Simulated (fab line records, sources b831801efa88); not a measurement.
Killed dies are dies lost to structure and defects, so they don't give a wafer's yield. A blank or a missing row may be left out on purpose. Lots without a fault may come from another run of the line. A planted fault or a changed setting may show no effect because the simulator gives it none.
Which tool did it? | flow sky130 | 12 lots, 36 wafers sampled, at 5 steps of a route of 708

WHAT THE GAUGES READ, wafer by wafer
SKY_LOCAL_INTERCONNECT_CD_MEAS_11: target cd 170 nm.
lot  | measured     | on        | cd_nm (nm)
L732 | day 29 23:13 | cd_sem-01 | 170.6 168.9 172.2
L734 | day 30 19:01 | cd_sem-01 | 171.0 170.9 169.6
L736 | day 31 09:51 | cd_sem-02 | 168.0 165.7 167.9
L739 | day 32 18:28 | cd_sem-02 | 173.7 173.8 174.7
L744 | day 34 09:07 | cd_sem-01 | 169.1 168.9 169.0
L747 | day 35 03:07 | cd_sem-01 | 170.0 170.1 168.9
L748 | day 35 12:20 | cd_sem-02 | 168.8 169.9 168.6
L750 | day 36 05:59 | cd_sem-02 | 168.2 168.2 167.4
L751 | day 36 08:11 | cd_sem-02 | 171.3 172.0 171.6
L752 | day 36 15:10 | cd_sem-01 | 170.7 170.3 171.2
L753 | day 36 22:04 | cd_sem-01 | 169.5 168.9 169.8
L754 | day 37 02:37 | cd_sem-01 | 171.9 170.6 171.8

SKY_METAL1_THK_MEAS_06: measures by xrf.
lot  | measured     | on            | METAL1_ALCU_THK (nm)
L732 | day 31 06:15 | film_metro-04 | 242 243 239
L734 | day 32 02:01 | film_metro-04 | 249 248 247
L736 | day 32 16:18 | film_metro-03 | 247 249 248
L739 | day 34 00:43 | film_metro-03 | 249 249 250
L744 | day 35 15:43 | film_metro-01 | 248 242 246
L747 | day 36 08:25 | film_metro-01 | 248 250 248
L748 | day 36 17:30 | film_metro-04 | 243 244 246
L750 | day 37 11:03 | film_metro-03 | 250 253 253
L751 | day 37 13:13 | film_metro-03 | 249 249 249
L752 | day 37 20:47 | film_metro-03 | 248 251 248
L753 | day 38 03:47 | film_metro-03 | 251 249 250
L754 | day 38 07:40 | film_metro-04 | 248 248 252

WHICH TOOL RAN EACH LOT (tool, then ch and the chambers of the sampled wafers, then the start)
lot  | SKY_LOCAL_INTERCONNECT_DEVELOP_10 | SKY_LOCAL_INTERCONNECT_ETCH_13    | SKY_METAL1_SPUTTER_04
L732 | litho_track-02 ch 0, day 29 23:00 | rie_metal-04 ch 0,1, day 29 23:22 | pvd_sputter-01, day 31 06:04
L734 | litho_track-03 ch 0, day 30 18:00 | rie_metal-04 ch 0,1, day 30 19:09 | pvd_sputter-01, day 32 01:49
L736 | litho_track-02 ch 0, day 31 09:00 | rie_metal-04 ch 0,1, day 31 10:01 | pvd_sputter-04, day 32 16:08
L739 | litho_track-02 ch 0, day 32 18:00 | rie_metal-02 ch 0,1, day 32 18:37 | pvd_sputter-03, day 34 00:32
L744 | litho_track-03 ch 0, day 34 08:00 | rie_metal-02 ch 0,1, day 34 09:16 | pvd_sputter-04, day 35 15:32
L747 | litho_track-03 ch 0, day 35 02:00 | rie_metal-02 ch 0,1, day 35 03:17 | pvd_sputter-03, day 36 08:14
L748 | litho_track-03 ch 0, day 35 12:00 | rie_metal-02 ch 0,1, day 35 12:30 | pvd_sputter-04, day 36 17:20
L750 | litho_track-01 ch 0, day 36 05:00 | rie_metal-04 ch 0,1, day 36 06:09 | pvd_sputter-03, day 37 10:53
L751 | litho_track-01 ch 0, day 36 08:00 | rie_metal-01 ch 0,1, day 36 08:21 | pvd_sputter-01, day 37 13:02
L752 | litho_track-03 ch 0, day 36 15:00 | rie_metal-01 ch 0,1, day 36 15:20 | pvd_sputter-01, day 37 20:37
L753 | litho_track-02 ch 0, day 36 21:00 | rie_metal-04 ch 0,1, day 36 22:13 | pvd_sputter-01, day 38 03:37
L754 | litho_track-03 ch 0, day 37 02:00 | rie_metal-02 ch 0,1, day 37 02:47 | pvd_sputter-04, day 38 07:30
- SKY_LOCAL_INTERCONNECT_DEVELOP_10: develop time 60 s.
- SKY_LOCAL_INTERCONNECT_ETCH_13: etches BARC in N2/H2, stops on SiO2, time 45.9 s, target depth 60 nm.
- SKY_METAL1_SPUTTER_04: material TiN, target thk 70 nm, time 58.3 s.

WHAT THE TOOLS THEMSELVES READ (means of the sampled wafers that have a number; where no wafer has one, the mark that the record gives instead)
SKY_LOCAL_INTERCONNECT_DEVELOP_10.
lot  | tool           | chill_plate_temp_C (C)
L732 | litho_track-02 | 23.04
L734 | litho_track-03 | 23.09
L736 | litho_track-02 | 23.02
L739 | litho_track-02 | 23.01
L744 | litho_track-03 | 23.06
L747 | litho_track-03 | 22.91
L748 | litho_track-03 | 23.02
L750 | litho_track-01 | 23.13
L751 | litho_track-01 | 22.90
L752 | litho_track-03 | 22.93
L753 | litho_track-02 | 23.12
L754 | litho_track-03 | 22.99

SKY_LOCAL_INTERCONNECT_ETCH_13.
lot  | tool         | drypump_motor_current_A (A) | oes_product_au (a.u.) | throttle_valve_pct (%)
L732 | rie_metal-04 | 6.2                         | 0.855                 | 13.230
L734 | rie_metal-04 | 6.2                         | 0.857                 | 13.228
L736 | rie_metal-04 | 5.9                         | 0.850                 | 13.221
L739 | rie_metal-02 | 5.5                         | 0.855                 | 13.224
L744 | rie_metal-02 | 5.5                         | 0.856                 | 13.232
L747 | rie_metal-02 | 5.5                         | 0.857                 | 13.226
L748 | rie_metal-02 | 5.5                         | 0.855                 | 13.221
L750 | rie_metal-04 | 6.2                         | 0.861                 | 13.232
L751 | rie_metal-01 | 5.8                         | 0.854                 | 13.236
L752 | rie_metal-01 | 5.7                         | 0.861                 | 13.231
L753 | rie_metal-04 | 5.9                         | 0.855                 | 13.217
L754 | rie_metal-02 | 5.4                         | 0.851                 | 13.218

SKY_METAL1_SPUTTER_04.
lot  | tool           | throttle_valve_pct (%)
L732 | pvd_sputter-01 | 30.5
L734 | pvd_sputter-01 | 29.8
L736 | pvd_sputter-04 | 30.7
L739 | pvd_sputter-03 | 30.8
L744 | pvd_sputter-04 | 30.8
L747 | pvd_sputter-03 | 30.4
L748 | pvd_sputter-04 | 31.0
L750 | pvd_sputter-03 | 29.9
L751 | pvd_sputter-01 | 30.1
L752 | pvd_sputter-01 | 30.1
L753 | pvd_sputter-01 | 29.9
L754 | pvd_sputter-04 | 30.8

THE ANSWER, worked out from the rows above alone
Rule: what is usual is taken from the lots themselves. Put in order of their means at a reading, lots are off if they are a third of the lots or fewer, leave a main group of 4 or more, and stand apart from it by a gap of 3 or more times the standard deviation of the main group's means; of several such gaps the widest counts. A main group whose means are all the same, to the digits that the tables above print for the reading, isn't used. A lot without any number at a reading at which 4 lots or more have one is off too. The other lots that the step has rows for count as sound. The gauges are gone through in route order, then the tools' own readings, and for those a lot's mean is taken as printed above. The first step at which some lot is off is used, and at that step the reading that is off furthest; a lot without a number counts as furthest.
No lot is off at any reading shown: from this, nothing can be told.

WHAT THE SIMULATOR HAD PUT IN
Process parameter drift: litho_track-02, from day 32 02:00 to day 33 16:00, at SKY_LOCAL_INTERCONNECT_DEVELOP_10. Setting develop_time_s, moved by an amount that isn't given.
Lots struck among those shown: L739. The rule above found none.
